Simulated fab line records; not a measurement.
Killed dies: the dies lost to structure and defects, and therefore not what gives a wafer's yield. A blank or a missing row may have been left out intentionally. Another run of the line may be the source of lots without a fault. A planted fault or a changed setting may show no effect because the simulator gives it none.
Which of the tools did it? + flow sky130 + 12 lots, 36 wafers sampled, at 4 steps of a route of 708

WHAT THE GAUGES SHOWED, per wafer
SKY_METAL1_CD_MEAS_15: target cd 140 nm. Usual: cdNm at 139.8 nm, with a standard deviation of 1.4.
| lot  | measured     | on       | cdNm (nm)         | flag |
|------|--------------|----------|-------------------|------|
| L283 | day 33 06:32 | cdSem-01 | 139.9 139.7 140.1 |      |
| L284 | day 33 09:15 | cdSem-01 | 140.2 140.3 139.9 |      |
| L285 | day 33 13:07 | cdSem-01 | 138.4 138.7 139.0 |      |
| L286 | day 34 12:28 | cdSem-02 | 140.0 139.9 139.4 |      |
| L287 | day 34 17:26 | cdSem-02 | 139.4 140.7 139.6 |      |
| L288 | day 34 21:49 | cdSem-01 | 139.5 139.2 140.5 |      |
| L289 | day 35 09:22 | cdSem-02 | 139.0 138.0 140.8 |      |
| L290 | day 35 19:04 | cdSem-02 | 138.1 137.5 138.7 |      |
| L291 | day 35 19:58 | cdSem-02 | 140.0 141.2 141.1 |      |
| L299 | day 38 06:08 | cdSem-02 | 142.3 141.6 141.6 |      |
| L301 | day 38 18:49 | cdSem-02 | 143.2 141.5 142.3 |      |
| L304 | day 39 11:59 | cdSem-02 | 140.2 139.8 139.0 |      |

SKY_VIA1_CD_MEAS_12: target cd 150 nm. Usual: cdNm at 150.3 nm, with a standard deviation of 1.3.
| lot  | measured     | on       | cdNm (nm)         | flag |
|------|--------------|----------|-------------------|------|
| L283 | day 34 11:17 | cdSem-02 | 149.7 148.6 149.9 |      |
| L284 | day 34 13:44 | cdSem-02 | 149.1 149.9 151.1 |      |
| L285 | day 34 16:46 | cdSem-02 | 150.7 150.8 150.8 |      |
| L286 | day 35 16:35 | cdSem-02 | 149.0 148.0 149.2 |      |
| L287 | day 35 21:23 | cdSem-02 | 148.2 150.0 148.0 |      |
| L288 | day 36 01:19 | cdSem-02 | 147.1 150.1 150.4 |      |
| L289 | day 36 12:19 | cdSem-01 | 150.5 148.5 150.6 |      |
| L290 | day 36 22:40 | cdSem-02 | 150.5 150.1 150.4 |      |
| L291 | day 36 23:31 | cdSem-01 | 151.7 148.4 150.9 |      |
| L299 | day 39 08:44 | cdSem-02 | 148.5 147.7 147.7 |      |
| L301 | day 39 21:58 | cdSem-02 | 151.5 152.2 152.6 |      |
| L304 | day 40 15:05 | cdSem-02 | 149.4 149.9 149.3 |      |

SKY_METAL2_THK_MEAS_06: measures by xrf. Usual: METAL2_ALCU_THK gives 247.9 nm (standard deviation 3).
| lot  | measured     | on           | METAL2_ALCU_THK (nm) | flag |
|------|--------------|--------------|----------------------|------|
| L283 | day 34 13:01 | filmMetro-01 | 249.3 249.0 251.9    |      |
| L284 | day 34 15:26 | filmMetro-03 | 254.8 245.2 249.5    |      |
| L285 | day 34 18:30 | filmMetro-04 | 248.1 246.8 247.1    |      |
| L286 | day 35 18:19 | filmMetro-03 | 239.5 245.0 245.4    |      |
| L287 | day 35 23:06 | filmMetro-01 | 250.2 249.1 246.8    |      |
| L288 | day 36 03:02 | filmMetro-03 | 242.3 250.9 249.8    |      |
| L289 | day 36 14:03 | filmMetro-01 | 246.5 250.5 247.6    |      |
| L290 | day 37 00:23 | filmMetro-03 | 248.0 250.7 251.5    |      |
| L291 | day 37 01:14 | filmMetro-03 | 243.8 244.1 246.8    |      |
| L299 | day 39 10:27 | filmMetro-01 | 237.1 250.0 241.3    |      |
| L301 | day 39 23:50 | filmMetro-01 | 250.2 247.4 246.3    |      |
| L304 | day 40 17:05 | filmMetro-03 | 247.4 246.4 246.1    |      |

TOOL THAT RAN EACH LOT (tool first, then ch and the chambers of the sampled wafers, then the start)
| lot  | SKY_METAL2_SPUTTER_04       |
|------|-----------------------------|
| L283 | pvdSputter-01, day 34 12:49 |
| L284 | pvdSputter-01, day 34 15:15 |
| L285 | pvdSputter-03, day 34 18:20 |
| L286 | pvdSputter-03, day 35 18:08 |
| L287 | pvdSputter-01, day 35 22:55 |
| L288 | pvdSputter-01, day 36 02:52 |
| L289 | pvdSputter-01, day 36 13:53 |
| L290 | pvdSputter-01, day 37 00:11 |
| L291 | pvdSputter-01, day 37 01:04 |
| L299 | pvdSputter-01, day 39 10:15 |
| L301 | pvdSputter-04, day 39 23:41 |
| L304 | pvdSputter-04, day 40 16:55 |
- SKY_METAL2_SPUTTER_04: material TiN, target thk 70 nm, time 58.3 s.

WHAT THE TOOLS THEMSELVES READ (means of the sampled wafers that have a number; where no wafer has one, the mark that the record gives instead)
SKY_METAL2_SPUTTER_04. Usual: throttleValvePct at 30.0 %, with a standard deviation of 1.
| lot  | tool          | throttleValvePct (%) | flag |
|------|---------------|----------------------|------|
| L283 | pvdSputter-01 | 30.0                 |      |
| L284 | pvdSputter-01 | 29.9                 |      |
| L285 | pvdSputter-03 | 30.4                 |      |
| L286 | pvdSputter-03 | 29.4                 |      |
| L287 | pvdSputter-01 | 29.7                 |      |
| L288 | pvdSputter-01 | 29.7                 |      |
| L289 | pvdSputter-01 | 29.9                 |      |
| L290 | pvdSputter-01 | 29.2                 |      |
| L291 | pvdSputter-01 | 30.0                 |      |
| L299 | pvdSputter-01 | 28.8                 |      |
| L301 | pvdSputter-04 | 31.6                 |      |
| L304 | pvdSputter-04 | 31.6                 |      |

THE ANSWER, worked out from the rows above alone
Rule: take the mean of a lot's wafers that have a number; if it is more than 3 standard deviations from the usual mean, the lot is off. Also off: a lot with no number at a reading for which 4 or more lots have one. Any other lot the step has rows for is counted as sound. The gauges are gone through in route order, then the tools' own readings, and for those a lot's mean is taken as printed above. At the first step where some lot is off, the reading lying furthest off is the one used; lots without a number count as furthest.
No lot is off on any of the readings shown, so nothing can be concluded from this.

WHAT WAS PUT IN BY THE SIMULATOR
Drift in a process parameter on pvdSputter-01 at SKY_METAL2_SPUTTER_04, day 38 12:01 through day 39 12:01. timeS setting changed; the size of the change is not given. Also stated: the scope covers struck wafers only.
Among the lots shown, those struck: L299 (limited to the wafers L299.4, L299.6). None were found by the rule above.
